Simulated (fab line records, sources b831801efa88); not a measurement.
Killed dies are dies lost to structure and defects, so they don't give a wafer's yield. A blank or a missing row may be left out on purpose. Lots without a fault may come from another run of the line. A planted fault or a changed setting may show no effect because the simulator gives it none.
Split-lot experiment | flow sky130 | 5 lots, 23 wafers read, on a route of 708 steps

THE SPLIT
At SKY_VIA1_SPUTTER_20 (material TiN, target thk 20 nm, time 80 s), the setting chamber_pressure_pa was moved away from the recipe's 5 Pa on 20 of the 23 wafers read, by -3.9% to +14.3%. The other wafers ran this setting at the recipe's value.

The reading is taken at the split's own step.

THE READING
TiN_of_VIA1_SPUTTER_20.thk_nm (the simulator's own value, which no gauge read), in nm, at SKY_VIA1_SPUTTER_20 (material TiN, target thk 20 nm, time 80 s). The file gives no usual value for it. The 3 wafers here that ran the recipe average 19.43 nm, standard deviation 0.0082 nm.

wafer  | tool, chamber at the split | chamber_pressure_pa as run, Pa | against the recipe | TiN_of_VIA1_SPUTTER_20.thk_nm, nm | against lot-mates on the recipe
L075.1 | pvd_sputter-01, -          | 5.493                          | +9.9%              | 18.49                             | no lot-mate on the recipe
L075.2 | pvd_sputter-01, -          | 5.493                          | +9.9%              | 18.68                             | no lot-mate on the recipe
L075.4 | pvd_sputter-01, -          | 5.493                          | +9.9%              | 18.21                             | no lot-mate on the recipe
L075.5 | pvd_sputter-01, -          | 5.493                          | +9.9%              | 18.23                             | no lot-mate on the recipe
L075.6 | pvd_sputter-01, -          | 5.493                          | +9.9%              | 18.82                             | no lot-mate on the recipe
L078.1 | pvd_sputter-04, -          | 5                              | recipe             | 19.43                             | -
L078.4 | pvd_sputter-04, -          | 5                              | recipe             | 19.42                             | -
L078.6 | pvd_sputter-04, -          | 5                              | recipe             | 19.44                             | -
L079.1 | pvd_sputter-04, -          | 4.806                          | -3.9%              | 20.33                             | no lot-mate on the recipe
L079.3 | pvd_sputter-04, -          | 4.806                          | -3.9%              | 20.22                             | no lot-mate on the recipe
L079.4 | pvd_sputter-04, -          | 4.806                          | -3.9%              | 20.87                             | no lot-mate on the recipe
L079.5 | pvd_sputter-04, -          | 4.806                          | -3.9%              | 20.71                             | no lot-mate on the recipe
L079.6 | pvd_sputter-04, -          | 4.806                          | -3.9%              | 20.4                              | no lot-mate on the recipe
L084.1 | pvd_sputter-01, -          | 5.717                          | +14.3%             | 17.09                             | no lot-mate on the recipe
L084.3 | pvd_sputter-01, -          | 5.717                          | +14.3%             | 17.67                             | no lot-mate on the recipe
L084.4 | pvd_sputter-01, -          | 5.717                          | +14.3%             | 17.66                             | no lot-mate on the recipe
L084.5 | pvd_sputter-01, -          | 5.717                          | +14.3%             | 17.62                             | no lot-mate on the recipe
L084.6 | pvd_sputter-01, -          | 5.717                          | +14.3%             | 17.27                             | no lot-mate on the recipe
L085.1 | pvd_sputter-03, -          | 5.444                          | +8.9%              | 18.61                             | no lot-mate on the recipe
L085.2 | pvd_sputter-03, -          | 5.444                          | +8.9%              | 18.42                             | no lot-mate on the recipe
L085.3 | pvd_sputter-03, -          | 5.444                          | +8.9%              | 18.76                             | no lot-mate on the recipe
L085.4 | pvd_sputter-03, -          | 5.444                          | +8.9%              | 18.85                             | no lot-mate on the recipe
L085.6 | pvd_sputter-03, -          | 5.444                          | +8.9%              | 18.75                             | no lot-mate on the recipe

THE FIT
A straight line over all 23 wafers: TiN_of_VIA1_SPUTTER_20.thk_nm changes by -0.151 nm for each +1% of chamber_pressure_pa; r = -0.96; the points scatter about the line by 0.31 nm.
Too few moved wafers have a lot-mate on the recipe to fit a line with each lot's own level taken away.

THE FILE'S OWN FIT
TiN_of_VIA1_SPUTTER_20.thk_nm changes by -0.151 nm for each +1% of chamber_pressure_pa, r = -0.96.
